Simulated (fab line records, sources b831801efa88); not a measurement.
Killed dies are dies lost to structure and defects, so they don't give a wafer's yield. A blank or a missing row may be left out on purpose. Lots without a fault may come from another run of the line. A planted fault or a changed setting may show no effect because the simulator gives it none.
fab line records | flow sky130
record lots=5 wafers=15 last_day=50
route steps=708 shown POLY_CUT@310 SD_P@320 RES_XHIGH@332 SD_N@342
lots that met no fault: from a run of the same line without faults
start_h: hours from the record's first day to the start of the lot's first wafer shown | wait_h: hours since the lot's step before | " the same as in the row above | L1.1+2: a row that stands for several wafers | - no value, or no start given | * or withheld: withheld | < > ~ a bound
route shown NAME@n: a module of which the file shows steps, and the number in the route of the first | usual: mean/standard deviation of fault-free wafers | same: alike in all rows | chamber/n: place in a boat | sites: the reading at each site | _std_site: their standard deviation | _edge_site: outer sites' mean less inner sites' | radius_mm: how far each site lies from the wafer's centre | mask NAME#n: copy n | behind: the tool/chamber that last shaped the wafer | hold: why the lot was held/for how many hours/how that ended | device: the transistor (n, p or np) that didn't switch | end of line: the same wafers' tests at the end of the route | a step without rows: its recipe alone | killed: dies lost to structure and defects at the first sort, not the wafer's yield | map: a wafer's dies, x killed, . not, _ none there
set.NAME: the setting as run; set.NAME@STEP: as run at that earlier step | model.NAME: the simulator's own value behind a step, which no gauge read
lots at some steps of the route; a table a step, a row a wafer
services: from which hour (start_h, from the record's first day; less than 0 if before it) a tool's chamber was out of use, for how many hours, and why
## steps
# step SKY_POLY_CUT_COAT_03
# recipe resist=KrF-thick spin_rpm=3000 resist_thk_nm=450
# columns lot.wafer tool chamber start_h wait_h
L077.1+3+5 litho_track-04 0 - -
L085.1+4+5 litho_track-04 0 - -
L087.1+2+4 litho_track-03 0 - -
L088.2+4+5 litho_track-02 0 - -
L096.2+3+4 litho_track-04 0 - -
# step SKY_POLY_CUT_SOFTBAKE_04
# recipe temp_c=100 time_s=90 resist=KrF-thick
# columns lot.wafer tool chamber start_h wait_h
L077.1+3+5 litho_track-04 0 - -
L085.1+4+5 litho_track-04 0 - -
L087.1+2+4 litho_track-03 0 - -
L088.2+4+5 litho_track-02 0 - -
L096.2+3+4 litho_track-04 0 - -
# step SKY_POLY_CUT_EXPOSE_05
# recipe mask_id=NPCM na=0.8 source_shape=annular sigma_inner=0.55 sigma_outer=0.85 target_cd_nm=270 dose_mj=32
# usual exposure_dose_mJ_cm2=32.01/0.031
# same na=0.8 sigma_outer=0.85
# columns lot.wafer tool chamber start_h wait_h mask exposure_dose_mJ_cm2
L077.1 krf_scanner-01 0 - - NPCM#0 31.99
L077.3 " 0 " " NPCM#0 31.94
L077.5 " 0 " " NPCM#0 31.99
L085.1 krf_scanner-02 0 - - NPCM#0 31.96
L085.4 " 0 " " NPCM#0 31.98
L085.5 " 0 " " NPCM#0 32.03
L087.1 krf_scanner-01 0 - - NPCM#0 32.06
L087.2 " 0 " " NPCM#0 32.01
L087.4 " 0 " " NPCM#0 32.00
L088.2 krf_scanner-01 0 - - NPCM#0 32.03
L088.4 " 0 " " NPCM#0 32.02
L088.5 " 0 " " NPCM#0 31.95
L096.2 krf_scanner-01 0 - - NPCM#0 32.00
L096.3 " 0 " " NPCM#0 32.01
L096.4 " 0 " " NPCM#0 31.97
# step SKY_POLY_CUT_PEB_06
# recipe peb_temp_c=withheld peb_time_s=withheld resist=KrF-thick
# columns lot.wafer tool chamber start_h wait_h
L077.1+3+5 litho_track-04 0 - -
L085.1+4+5 litho_track-04 0 - -
L087.1+2+4 litho_track-04 0 - -
L088.2+4+5 litho_track-02 0 - -
L096.2+3+4 litho_track-02 0 - -
# step SKY_POLY_CUT_DEVELOP_07
# recipe develop_time_s=60 resist=KrF-thick dev_temp_c=21
# usual developer_temp_C=20.98/0.1
# columns lot.wafer tool chamber start_h wait_h developer_temp_C
L077.1 litho_track-04 0 - - 21.07
L077.3 " 0 " " 20.98
L077.5 " 0 " " 20.88
L085.1 litho_track-04 0 - - 21.02
L085.4 " 0 " " 20.99
L085.5 " 0 " " 20.88
L087.1 litho_track-04 0 - - 20.80
L087.2 " 0 " " 20.88
L087.4 " 0 " " 20.94
L088.2 litho_track-02 0 - - 20.90
L088.4 " 0 " " 20.97
L088.5 " 0 " " 20.97
L096.2 litho_track-02 0 - - 20.91
L096.3 " 0 " " 20.94
L096.4 " 0 " " 20.98
# step SKY_POLY_CUT_CD_MEAS_08
# recipe target_cd_nm=270
# usual cd_nm=270.0/1.3
# columns lot.wafer tool chamber start_h wait_h cd_nm
L077.1 cd_sem-01 - 584.54 - 271.0
L077.3 " - " " 270.4
L077.5 " - " " 271.6
L085.1 cd_sem-02 - 650.29 - 269.7
L085.4 " - " " 268.7
L085.5 " - " " 270.8
L087.1 cd_sem-01 - 667.94 - 268.8
L087.2 " - " " 268.6
L087.4 " - " " 270.6
L088.2 cd_sem-02 - 681.42 - 268.6
L088.4 " - " " 268.5
L088.5 " - " " 269.8
L096.2 cd_sem-01 - 746.22 - 267.6
L096.3 " - " " 268.1
L096.4 " - " " 267.1
# step SKY_POLY_CUT_OVL_MEAS_09
# usual POLY_CUT_OVL=-3/5.6
# columns lot.wafer tool chamber start_h wait_h POLY_CUT_OVL[nm]
L077.1 overlay-02 - 584.66 0.1 -8
L077.3 " - " " -16
L077.5 " - " " -10
L085.1 overlay-02 - 650.41 0.1 -3
L085.4 " - " " 4
L085.5 " - " " 5
L087.1 overlay-02 - 668.06 0.1 4
L087.2 " - " " -3
L087.4 " - " " -1
L088.2 overlay-01 - 681.52 0.1 -13
L088.4 " - " " -12
L088.5 " - " " -11
L096.2 overlay-01 - 746.32 0.1 -2
L096.3 " - " " -6
L096.4 " - " " -3
# step SKY_POLY_CUT_ETCH_10
# recipe chemistry=N2/H2 target=BARC ion_energy_ev=200 source_w=500 bias_w=100 pressure_mtorr=30 n2_flow_sccm=100 h2_flow_sccm=200 stop_on=SiO2 time_s=45.9 target_depth_a=600
# usual drypump_motor_current_A=5.55/0.25 oes_product_au=0.854/0.0047 throttle_valve_pct=13.225/0.0092
# columns lot.wafer tool chamber start_h wait_h drypump_motor_current_A oes_product_au rf_hours_counter_h throttle_valve_pct
L077.1 rie_diel-03 2 584.70 0.0 5.66 0.856 43 13.229
L077.3 " 1 " " 5.93 0.853 20 13.220
L077.5 " 0 " " 6.04 0.857 - 13.237
L085.1 rie_diel-04 0 650.45 0.0 5.30 0.855 42 13.226
L085.4 " 0 " " 5.32 0.856 - 13.225
L085.5 " 1 " " 5.52 0.863 - 13.233
L087.1 rie_diel-02 1 668.10 0.0 5.83 0.861 5 13.224
L087.2 " 0 " " 5.15 0.847 11 13.204
L087.4 " 3 " " 5.49 0.844 3 13.211
L088.2 rie_diel-03 3 681.55 0.0 5.49 0.855 18 13.245
L088.4 " 1 " " 5.95 0.854 22 13.247
L088.5 " 1 " " 5.95 0.863 - 13.212
L096.2 rie_diel-04 3 746.35 0.0 5.54 0.844 2 13.233
L096.3 " 2 " " 5.45 0.855 12 13.234
L096.4 " 3 " " 5.52 0.850 - 13.234
# step SKY_POLY_CUT_ETCH_11
# recipe target=Si3N4 chemistry=CF4/CH2F2/Ar stop_on=poly-Si source_w=600 bias_w=150 pressure_mtorr=40 cf4_flow_sccm=40 ch2f2_flow_sccm=20 Ar_flow_sccm=150 time_s=42.5 target_depth_a=600
# usual drypump_motor_current_A=5.54/0.25 mfc_ar_sccm=150.0/0.46 oes_product_au=0.828/0.007 throttle_valve_pct=14.994/0.0095
# columns lot.wafer tool chamber start_h wait_h drypump_motor_current_A mfc_ar_sccm oes_product_au rf_hours_counter_h throttle_valve_pct
L077.1 rie_diel-03 2 584.74 0.0 5.67 150.7 0.835 43 15.015
L077.3 " 1 " " 5.92 149.8 0.833 20 14.979
L077.5 " 0 " " 6.05 149.3 0.839 - 14.970
L085.1 rie_diel-04 0 650.49 0.0 5.35 149.5 0.825 42 14.997
L085.4 " 0 " " 5.33 149.8 0.833 - 15.007
L085.5 " 1 " " 5.50 150.1 0.830 - 14.983
L087.1 rie_diel-02 1 668.14 0.0 5.81 150.2 0.819 5 14.988
L087.2 " 0 " " 5.15 149.9 0.813 11 14.982
L087.4 " 3 " " 5.48 149.5 0.826 3 14.982
L088.2 rie_diel-03 3 681.60 0.0 5.50 149.7 0.823 18 14.996
L088.4 " 1 " " 5.92 149.3 0.837 22 15.016
L088.5 " 1 " " 5.92 149.1 0.818 - 14.999
L096.2 rie_diel-04 3 746.40 0.0 5.55 150.3 0.818 2 14.972
L096.3 " 2 " " 5.46 150.0 0.817 12 14.990
L096.4 " 3 " " 5.54 149.7 0.822 - 14.998
# step SKY_POLY_CUT_STRIP_12
# recipe chemistry=O2/N2 power_w=1400 pressure_mtorr=1500 platen_temp_c=withheld o2_flow_sccm=3000 n2_flow_sccm=300 overash_fraction=0.5
# usual drypump_motor_current_A=5.8/0.3 oes_product_au=0.452/0.0046 strip_time_to_endpoint_s=5.355/0.016
# columns lot.wafer tool chamber start_h wait_h drypump_motor_current_A oes_product_au rf_hours_counter_h strip_time_to_endpoint_s
L077.1 plasma_asher-04 0 584.78 0.0 6.2 0.457 14 5.367
L077.3 " 0 " " 6.2 0.447 - 5.366
L077.5 " 1 " " 5.5 0.448 - 5.350
L085.1 plasma_asher-03 0 650.53 0.0 6.0 0.454 94 5.333
L085.4 " 1 " " 5.4 0.459 - 5.328
L085.5 " 0 " " 6.0 0.455 - 5.341
L087.1 plasma_asher-01 1 668.18 0.0 5.6 0.455 55 5.331
L087.2 " 0 " " 6.1 0.455 55 5.358
L087.4 " 1 " " 5.6 0.455 - 5.339
L088.2 plasma_asher-01 0 681.64 0.0 6.1 0.443 57 5.364
L088.4 " 0 " " 6.1 0.459 - 5.364
L088.5 " 1 " " 5.6 0.449 - 5.360
L096.2 plasma_asher-01 1 746.44 0.0 5.6 0.447 63 5.378
L096.3 " 0 " " 6.1 0.444 - 5.356
L096.4 " 1 " " 5.6 0.458 - 5.344
# step SKY_SD_P_DEHYDRATE_00
# recipe temp_c=200 time_s=60
# columns lot.wafer tool chamber start_h wait_h
L077.1+3+5 litho_track-03 0 598.57 13.8
L085.1+4+5 litho_track-01 0 664.32 13.8
L087.1+2+4 litho_track-01 0 682.17 14.0
L088.2+4+5 litho_track-01 0 695.10 13.4
L096.2+3+4 litho_track-03 0 759.50 13.0
# step SKY_SD_P_HMDS_01
# recipe prime_time_s=60 prime_temp_c=120
# columns lot.wafer tool chamber start_h wait_h
L077.1+3+5 litho_track-03 0 598.72 0.1
L085.1+4+5 litho_track-01 0 664.47 0.1
L087.1+2+4 litho_track-01 0 682.32 0.1
L088.2+4+5 litho_track-01 0 695.25 0.1
L096.2+3+4 litho_track-03 0 759.65 0.1
# step SKY_SD_P_COAT_02
# recipe resist=NOVOLAK spin_rpm=3000 resist_thk_nm=1140
# columns lot.wafer tool chamber start_h wait_h
L077.1+3+5 litho_track-03 0 598.87 0.1
L085.1+4+5 litho_track-01 0 664.62 0.1
L087.1+2+4 litho_track-01 0 682.47 0.1
L088.2+4+5 litho_track-01 0 695.40 0.1
L096.2+3+4 litho_track-03 0 759.80 0.1
# step SKY_SD_P_SOFTBAKE_03
# recipe temp_c=90 time_s=60 resist=NOVOLAK
# columns lot.wafer tool chamber start_h wait_h
L077.1+3+5 litho_track-03 0 599.02 0.1
L085.1+4+5 litho_track-01 0 664.77 0.1
L087.1+2+4 litho_track-01 0 682.62 0.1
L088.2+4+5 litho_track-01 0 695.55 0.1
L096.2+3+4 litho_track-03 0 759.95 0.1
# step SKY_SD_P_EXPOSE_04
# recipe mask_id=PSDM na=0.6 source_shape=conventional sigma_outer=0.6 polarization=unpolarized target_cd_nm=380 dose_mj=138
# usual exposure_dose_mJ_cm2=137.99/0.15
# same na=0.6 sigma_outer=0.6
# columns lot.wafer tool chamber start_h wait_h mask exposure_dose_mJ_cm2
L077.1 iline_stepper-01 0 - - PSDM#0 138.02
L077.3 " 0 " " PSDM#0 138.21
L077.5 " 0 " " PSDM#0 138.17
L085.1 iline_stepper-01 0 - - PSDM#0 137.96
L085.4 " 0 " " PSDM#0 138.06
L085.5 " 0 " " PSDM#0 137.92
L087.1 iline_stepper-01 0 - - PSDM#0 138.35
L087.2 " 0 " " PSDM#0 138.06
L087.4 " 0 " " PSDM#0 138.28
L088.2 iline_stepper-02 0 - - PSDM#0 137.91
L088.4 " 0 " " PSDM#0 138.04
L088.5 " 0 " " PSDM#0 138.08
L096.2 iline_stepper-01 0 - - PSDM#0 137.89
L096.3 " 0 " " PSDM#0 138.02
L096.4 " 0 " " PSDM#0 137.97
# step SKY_SD_P_PEB_05
# recipe temp_c=withheld time_s=* resist=NOVOLAK
# columns lot.wafer tool chamber start_h wait_h
L077.1+3+5 litho_track-03 0 - -
L085.1+4+5 litho_track-01 0 - -
L087.1+2+4 litho_track-01 0 - -
L088.2+4+5 litho_track-04 0 - -
L096.2+3+4 litho_track-03 0 - -
# step SKY_SD_P_DEVELOP_06
# recipe resist=NOVOLAK developer=TMAH develop_time_s=60 dev_temp_c=23
# usual developer_temp_C=22.99/0.091
# columns lot.wafer tool chamber start_h wait_h developer_temp_C
L077.1 litho_track-03 0 613.77 0.1 22.94
L077.3 " 0 " " 23.03
L077.5 " 0 " " 22.95
L085.1 litho_track-01 0 678.57 0.1 22.83
L085.4 " 0 " " 22.81
L085.5 " 0 " " 22.97
L087.1 litho_track-01 0 696.42 0.1 23.03
L087.2 " 0 " " 23.04
L087.4 " 0 " " 23.14
L088.2 litho_track-04 0 709.12 0.1 22.94
L088.4 " 0 " " 22.84
L088.5 " 0 " " 22.94
L096.2 litho_track-03 0 773.05 0.1 22.92
L096.3 " 0 " " 22.97
L096.4 " 0 " " 22.91
# step SKY_SD_P_CD_MEAS_07
# recipe target_cd_nm=380
# usual cd_nm=379.6/2.2
# columns lot.wafer tool chamber start_h wait_h cd_nm
L077.1 cd_sem-02 - 613.92 0.1 376.8
L077.3 " - " " 378.8
L077.5 " - " " 375.4
L085.1 cd_sem-02 - 678.72 0.1 381.2
L085.4 " - " " 380.6
L085.5 " - " " 379.7
L087.1 cd_sem-02 - 696.57 0.1 387.0
L087.2 " - " " 383.9
L087.4 " - " " 385.5
L088.2 cd_sem-02 - 709.26 0.1 382.1
L088.4 " - " " 380.2
L088.5 " - " " 383.5
L096.2 cd_sem-01 - 773.19 0.1 378.0
L096.3 " - " " 375.6
L096.4 " - " " 378.8
# step SKY_SD_P_OVL_MEAS_08
# usual SD_P_OVL=-0.3/1.2
# columns lot.wafer tool chamber start_h wait_h SD_P_OVL[nm]
L077.1 overlay-01 - 614.04 0.1 -1.9
L077.3 " - " " -0.8
L077.5 " - " " -0.6
L085.1 overlay-01 - 678.84 0.1 -1.5
L085.4 " - " " -0.2
L085.5 " - " " -1.5
L087.1 overlay-02 - 696.69 0.1 -0.1
L087.2 " - " " 0.4
L087.4 " - " " -1.9
L088.2 overlay-01 - 709.37 0.1 1.3
L088.4 " - " " 1.9
L088.5 " - " " 1.8
L096.2 overlay-02 - 773.30 0.1 0.4
L096.3 " - " " 1.7
L096.4 " - " " 0.0
# step SKY_SD_P_IMPLANT_09
# recipe species=BF2 energy_kev=20 dose_cm2=3e+15 tilt_deg=0
# usual dose_ions_cm2=3e+15/3.6e+12 end_station_pressure_torr=1.42e-05/1.2e-06 tilt_deg=-0.002/0.021
# columns lot.wafer tool chamber start_h wait_h dose_ions_cm2 end_station_pressure_torr tilt_deg
L077.1 implanter-03 0 614.08 0.0 2.994e+15 1.45e-05 0.000
L077.3 " 0 " " 3e+15 1.29e-05 -0.016
L077.5 " 0 " " 2.999e+15 1.38e-05 -0.005
L085.1 implanter-03 0 678.88 0.0 3.006e+15 1.35e-05 0.004
L085.4 " 0 " " 3.002e+15 1.39e-05 0.032
L085.5 " 0 " " 3.004e+15 1.33e-05 0.025
L087.1 implanter-02 0 696.73 0.0 2.999e+15 1.55e-05 0.007
L087.2 " 0 " " 2.997e+15 1.59e-05 -0.002
L087.4 " 0 " " 3.005e+15 1.65e-05 -0.027
L088.2 implanter-03 0 709.42 0.0 3e+15 1.32e-05 -0.013
L088.4 " 0 " " 2.996e+15 1.32e-05 -0.041
L088.5 " 0 " " 2.995e+15 1.28e-05 -0.030
L096.2 implanter-03 0 773.35 0.0 3.001e+15 1.27e-05 -0.001
L096.3 " 0 " " 3e+15 1.37e-05 -0.020
L096.4 " 0 " " 2.994e+15 1.35e-05 0.022
# step SKY_SD_P_STRIP_10
# recipe chemistry=O2/N2 power_w=1400 pressure_mtorr=1500 platen_temp_c=withheld o2_flow_sccm=3000 n2_flow_sccm=300 overash_fraction=0.5
# usual drypump_motor_current_A=5.6/0.46 oes_product_au=0.618/0.0048 strip_time_to_endpoint_s=17.483/0.03
# columns lot.wafer tool chamber start_h wait_h drypump_motor_current_A oes_product_au rf_hours_counter_h strip_time_to_endpoint_s
L077.1 plasma_asher-02 0 614.23 0.1 5.7 0.615 78 17.476
L077.3 " 0 " " 5.7 0.617 - 17.432
L077.5 " 0 " " 5.8 0.616 - 17.498
L085.1 plasma_asher-02 0 679.03 0.1 5.8 0.620 85 17.482
L085.4 " 1 " " 4.8 0.614 - 17.529
L085.5 " 0 " " 5.8 0.612 - 17.521
L087.1 plasma_asher-02 1 696.88 0.1 4.8 0.611 87 17.482
L087.2 " 0 " " 5.8 0.617 87 17.511
L087.4 " 1 " " 4.8 0.618 - 17.475
L088.2 plasma_asher-02 0 709.55 0.1 5.7 0.615 88 17.480
L088.4 " 0 " " 5.8 0.620 - 17.458
L088.5 " 1 " " 4.8 0.620 - 17.456
L096.2 plasma_asher-01 0 773.48 0.1 6.1 0.618 65 17.479
L096.3 " 0 " " 6.1 0.621 - 17.503
L096.4 " 1 " " 5.6 0.609 - 17.475
# step SKY_SD_P_TW_MEAS_11
# usual SD_P_TW=2824/18
# columns lot.wafer tool chamber start_h wait_h SD_P_TW
L077.1 film_metro-03 - 614.33 0.1 2829
L077.3 " - " " 2819
L077.5 " - " " 2825
L085.1 film_metro-01 - 679.13 0.1 2815
L085.4 " - " " 2809
L085.5 " - " " 2795
L087.1 film_metro-03 - 696.98 0.1 2831
L087.2 " - " " 2820
L087.4 " - " " 2815
L088.2 film_metro-01 - 709.66 0.1 2817
L088.4 " - " " 2818
L088.5 " - " " 2816
L096.2 film_metro-03 - 773.59 0.1 2843
L096.3 " - " " 2834
L096.4 " - " " 2840
# step SKY_RES_XHIGH_DEHYDRATE_00
# recipe temp_c=200 time_s=60
# columns lot.wafer tool chamber start_h wait_h
L077.1+3+5 litho_track-02 0 628.15 13.8
L085.1+4+5 litho_track-04 0 691.89 12.8
L087.1+2+4 litho_track-04 0 710.14 13.2
L088.2+4+5 litho_track-01 0 722.35 12.7
L096.2+3+4 litho_track-01 0 785.85 12.3
# step SKY_RES_XHIGH_HMDS_01
# recipe prime_time_s=60 prime_temp_c=120
# columns lot.wafer tool chamber start_h wait_h
L077.1+3+5 litho_track-02 0 628.30 0.1
L085.1+4+5 litho_track-04 0 692.04 0.1
L087.1+2+4 litho_track-04 0 710.29 0.1
L088.2+4+5 litho_track-01 0 722.50 0.1
L096.2+3+4 litho_track-01 0 786.00 0.1
# step SKY_RES_XHIGH_COAT_02
# recipe resist=NOVOLAK spin_rpm=3000 resist_thk_nm=1140
# columns lot.wafer tool chamber start_h wait_h
L077.1+3+5 litho_track-02 0 628.45 0.1
L085.1+4+5 litho_track-04 0 692.19 0.1
L087.1+2+4 litho_track-04 0 710.44 0.1
L088.2+4+5 litho_track-01 0 722.65 0.1
L096.2+3+4 litho_track-01 0 786.15 0.1
# step SKY_RES_XHIGH_SOFTBAKE_03
# recipe temp_c=90 time_s=60 resist=NOVOLAK
# columns lot.wafer tool chamber start_h wait_h
L077.1+3+5 litho_track-02 0 628.60 0.1
L085.1+4+5 litho_track-04 0 692.34 0.1
L087.1+2+4 litho_track-04 0 710.59 0.1
L088.2+4+5 litho_track-01 0 722.80 0.1
L096.2+3+4 litho_track-01 0 786.30 0.1
# step SKY_RES_XHIGH_EXPOSE_04
# recipe mask_id=URPM na=0.6 source_shape=conventional sigma_outer=0.6 polarization=unpolarized target_cd_nm=1270 dose_mj=140
# usual exposure_dose_mJ_cm2=140.00/0.15
# same na=0.6 sigma_outer=0.6
# columns lot.wafer tool chamber start_h wait_h mask exposure_dose_mJ_cm2
L077.1 iline_stepper-02 0 - - URPM#0 140.16
L077.3 " 0 " " URPM#0 139.99
L077.5 " 0 " " URPM#0 140.12
L085.1 iline_stepper-01 0 - - URPM#0 140.05
L085.4 " 0 " " URPM#0 139.75
L085.5 " 0 " " URPM#0 139.70
L087.1 iline_stepper-02 0 - - URPM#0 139.71
L087.2 " 0 " " URPM#0 139.99
L087.4 " 0 " " URPM#0 139.93
L088.2 iline_stepper-02 0 - - URPM#0 140.08
L088.4 " 0 " " URPM#0 139.88
L088.5 " 0 " " URPM#0 139.86
L096.2 iline_stepper-02 0 - - URPM#0 139.81
L096.3 " 0 " " URPM#0 139.73
L096.4 " 0 " " URPM#0 139.76
# step SKY_RES_XHIGH_PEB_05
# recipe temp_c=withheld time_s=* resist=NOVOLAK
# columns lot.wafer tool chamber start_h wait_h
L077.1+3+5 litho_track-01 0 - -
L085.1+4+5 litho_track-04 0 - -
L087.1+2+4 litho_track-04 0 - -
L088.2+4+5 litho_track-02 0 - -
L096.2+3+4 litho_track-02 0 - -
# step SKY_RES_XHIGH_DEVELOP_06
# recipe resist=NOVOLAK developer=TMAH develop_time_s=60 dev_temp_c=23
# usual developer_temp_C=23.00/0.087
# columns lot.wafer tool chamber start_h wait_h developer_temp_C
L077.1 litho_track-01 0 643.42 0.1 22.99
L077.3 " 0 " " 22.96
L077.5 " 0 " " 23.03
L085.1 litho_track-04 0 706.59 0.1 23.02
L085.4 " 0 " " 22.98
L085.5 " 0 " " 22.98
L087.1 litho_track-04 0 724.14 0.1 23.00
L087.2 " 0 " " 22.89
L087.4 " 0 " " 22.98
L088.2 litho_track-02 0 736.67 0.1 22.83
L088.4 " 0 " " 22.96
L088.5 " 0 " " 23.07
L096.2 litho_track-02 0 799.12 0.1 22.96
L096.3 " 0 " " 22.96
L096.4 " 0 " " 22.83
# step SKY_RES_XHIGH_IMPLANT_07
# recipe species=BF2 energy_kev=20 dose_cm2=3.6e+14 tilt_deg=0
# usual dose_ions_cm2=3.5995e+14/3e+11 end_station_pressure_torr=5.23e-06/2.7e-07 tilt_deg=-0.004/0.019
# columns lot.wafer tool chamber start_h wait_h dose_ions_cm2 end_station_pressure_torr tilt_deg
L077.1 implanter-03 0 643.57 0.1 3.5964e+14 5.37e-06 0.017
L077.3 " 0 " " 3.608e+14 4.76e-06 0.047
L077.5 " 0 " " 3.5994e+14 4.97e-06 0.026
L085.1 implanter-02 0 706.74 0.1 3.5972e+14 5.15e-06 0.009
L085.4 " 0 " " 3.5956e+14 5.11e-06 -0.035
L085.5 " 0 " " 3.5946e+14 5.31e-06 -0.004
L087.1 implanter-03 0 724.29 0.1 3.5998e+14 5.01e-06 0.008
L087.2 " 0 " " 3.6031e+14 5.23e-06 -0.018
L087.4 " 0 " " 3.596e+14 5.02e-06 -0.022
L088.2 implanter-03 0 736.82 0.1 3.5992e+14 4.66e-06 -0.006
L088.4 " 0 " " 3.6e+14 5.22e-06 -0.030
L088.5 " 0 " " 3.6037e+14 5.62e-06 -0.024
L096.2 implanter-02 0 799.27 0.1 3.598e+14 5.31e-06 -0.035
L096.3 " 0 " " 3.5947e+14 5.77e-06 -0.029
L096.4 " 0 " " 3.5958e+14 5.08e-06 0.004
# step SKY_RES_XHIGH_STRIP_08
# recipe chemistry=O2/N2 power_w=1400 pressure_mtorr=1500 platen_temp_c=withheld o2_flow_sccm=3000 n2_flow_sccm=300 overash_fraction=0.5
# usual drypump_motor_current_A=5.6/0.44 oes_product_au=0.711/0.0048 strip_time_to_endpoint_s=14.28/0.036
# columns lot.wafer tool chamber start_h wait_h drypump_motor_current_A oes_product_au rf_hours_counter_h strip_time_to_endpoint_s
L077.1 plasma_asher-04 1 643.72 0.1 5.5 0.709 20 14.34
L077.3 " 1 " " 5.5 0.717 - 14.30
L077.5 " 0 " " 6.2 0.709 - 14.31
L085.1 plasma_asher-03 0 706.89 0.1 6.0 0.710 98 14.27
L085.4 " 0 " " 6.0 0.712 - 14.27
L085.5 " 0 " " 6.0 0.709 - 14.30
L087.1 plasma_asher-03 0 724.44 0.1 6.0 0.718 100 14.24
L087.2 " 1 " " 5.4 0.715 100 14.25
L087.4 " 1 " " 5.4 0.720 - 14.24
L088.2 plasma_asher-02 1 737.03 0.2 4.8 0.712 91 14.28
L088.4 " 1 " " 4.8 0.714 - 14.30
L088.5 " 0 " " 5.7 0.722 - 14.27
L096.2 plasma_asher-03 1 799.40 0.1 5.4 0.711 6 14.26
L096.3 " 0 " " 6.0 0.720 - 14.25
L096.4 " 1 " " 5.4 0.708 - 14.26
# step SKY_RES_XHIGH_TW_MEAS_09
# usual RES_XHIGH_TW=1637/11
# columns lot.wafer tool chamber start_h wait_h RES_XHIGH_TW
L077.1 film_metro-02 - 643.82 0.1 1661
L077.3 " - " " 1663
L077.5 " - " " 1662
L085.1 film_metro-03 - 706.99 0.1 1638
L085.4 " - " " 1640
L085.5 " - " " 1634
L087.1 film_metro-01 - 724.54 0.1 1634
L087.2 " - " " 1627
L087.4 " - " " 1626
L088.2 film_metro-03 - 737.14 0.1 1644
L088.4 " - " " 1639
L088.5 " - " " 1646
L096.2 film_metro-03 - 799.51 0.1 1636
L096.3 " - " " 1640
L096.4 " - " " 1635
# step SKY_SD_N_DEHYDRATE_00
# recipe temp_c=200 time_s=60
# columns lot.wafer tool chamber start_h wait_h
L077.1+3+5 litho_track-01 0 657.82 14.0
L085.1+4+5 litho_track-01 0 719.77 12.8
L087.1+2+4 litho_track-02 0 737.90 13.3
L088.2+4+5 litho_track-02 0 749.92 12.8
L096.2+3+4 litho_track-02 0 812.22 12.7
# step SKY_SD_N_HMDS_01
# recipe prime_time_s=60 prime_temp_c=120
# columns lot.wafer tool chamber start_h wait_h
L077.1+3+5 litho_track-01 0 657.97 0.1
L085.1+4+5 litho_track-01 0 719.92 0.1
L087.1+2+4 litho_track-02 0 738.05 0.1
L088.2+4+5 litho_track-02 0 750.07 0.1
L096.2+3+4 litho_track-02 0 812.37 0.1
# step SKY_SD_N_COAT_02
# recipe resist=NOVOLAK spin_rpm=3000 resist_thk_nm=1140
# columns lot.wafer tool chamber start_h wait_h
L077.1+3+5 litho_track-01 0 658.12 0.1
L085.1+4+5 litho_track-01 0 720.07 0.1
L087.1+2+4 litho_track-02 0 738.20 0.1
L088.2+4+5 litho_track-02 0 750.22 0.1
L096.2+3+4 litho_track-02 0 812.52 0.1
# step SKY_SD_N_SOFTBAKE_03
# recipe temp_c=90 time_s=60 resist=NOVOLAK
# columns lot.wafer tool chamber start_h wait_h
L077.1+3+5 litho_track-01 0 658.27 0.1
L085.1+4+5 litho_track-01 0 720.22 0.1
L087.1+2+4 litho_track-02 0 738.35 0.1
L088.2+4+5 litho_track-02 0 750.37 0.1
L096.2+3+4 litho_track-02 0 812.67 0.1
# step SKY_SD_N_EXPOSE_04
# recipe mask_id=NSDM na=0.6 source_shape=conventional sigma_outer=0.6 polarization=unpolarized target_cd_nm=380 dose_mj=141
# usual exposure_dose_mJ_cm2=140.98/0.14
# same na=0.6 sigma_outer=0.6
# columns lot.wafer tool chamber start_h wait_h mask exposure_dose_mJ_cm2
L077.1 iline_stepper-02 0 - - NSDM#0 140.92
L077.3 " 0 " " NSDM#0 141.11
L077.5 " 0 " " NSDM#0 141.02
L085.1 iline_stepper-01 0 - - NSDM#0 140.85
L085.4 " 0 " " NSDM#0 140.91
L085.5 " 0 " " NSDM#0 140.99
L087.1 iline_stepper-02 0 - - NSDM#0 140.89
L087.2 " 0 " " NSDM#0 140.95
L087.4 " 0 " " NSDM#0 140.90
L088.2 iline_stepper-01 0 - - NSDM#0 141.02
L088.4 " 0 " " NSDM#0 140.87
L088.5 " 0 " " NSDM#0 141.16
L096.2 iline_stepper-02 0 - - NSDM#0 140.55
L096.3 " 0 " " NSDM#0 140.60
L096.4 " 0 " " NSDM#0 140.85
# step SKY_SD_N_PEB_05
# recipe temp_c=withheld time_s=* resist=NOVOLAK
# columns lot.wafer tool chamber start_h wait_h
L077.1+3+5 litho_track-01 0 - -
L085.1+4+5 litho_track-01 0 - -
L087.1+2+4 litho_track-01 0 - -
L088.2+4+5 litho_track-03 0 - -
L096.2+3+4 litho_track-03 0 - -
# step SKY_SD_N_DEVELOP_06
# recipe resist=NOVOLAK developer=TMAH develop_time_s=60 dev_temp_c=23
# usual developer_temp_C=23.01/0.11
# columns lot.wafer tool chamber start_h wait_h developer_temp_C
L077.1 litho_track-01 0 671.87 0.1 23.09
L077.3 " 0 " " 23.21
L077.5 " 0 " " 23.04
L085.1 litho_track-01 0 734.37 0.1 22.84
L085.4 " 0 " " 22.85
L085.5 " 0 " " 23.12
L087.1 litho_track-01 0 751.72 0.1 23.15
L087.2 " 0 " " 23.02
L087.4 " 0 " " 23.09
L088.2 litho_track-03 0 764.45 0.1 23.07
L088.4 " 0 " " 23.11
L088.5 " 0 " " 23.04
L096.2 litho_track-03 0 825.65 0.1 22.94
L096.3 " 0 " " 23.00
L096.4 " 0 " " 22.99
## services
# columns tool chamber start_h hours kind
krf_scanner-01 - 547.04 0.3 repair
implanter-03 - 566.84 10.9 pm
rie_diel-04 1 587.38 8.0 repair
iline_stepper-02 - 588.24 2.1 pm
plasma_asher-02 - 600.78 2.1 repair
rie_diel-04 2 604.30 6.9 repair
iline_stepper-01 - 611.02 0.6 repair
krf_scanner-01 - 613.03 1.9 repair
rie_diel-03 0 630.98 9.1 repair
iline_stepper-02 - 635.22 0.8 pm
iline_stepper-01 - 643.06 1.7 pm
rie_diel-04 - 663.54 0.2 repair
implanter-03 - 667.19 4.3 pm
plasma_asher-03 - 667.47 14.6 pm
krf_scanner-01 - 698.27 1.0 pm
krf_scanner-01 - 701.88 1.3 pm
plasma_asher-01 - 704.31 2.8 pm
iline_stepper-02 - 708.68 1.7 pm
plasma_asher-03 - 733.75 9.0 pm
implanter-03 - 759.45 3.1 pm
plasma_asher-02 - 784.55 1.7 repair
implanter-03 - 795.81 1.5 repair
implanter-03 - 802.00 2.9 repair
plasma_asher-03 - 804.25 0.6 repair
## key
fault none
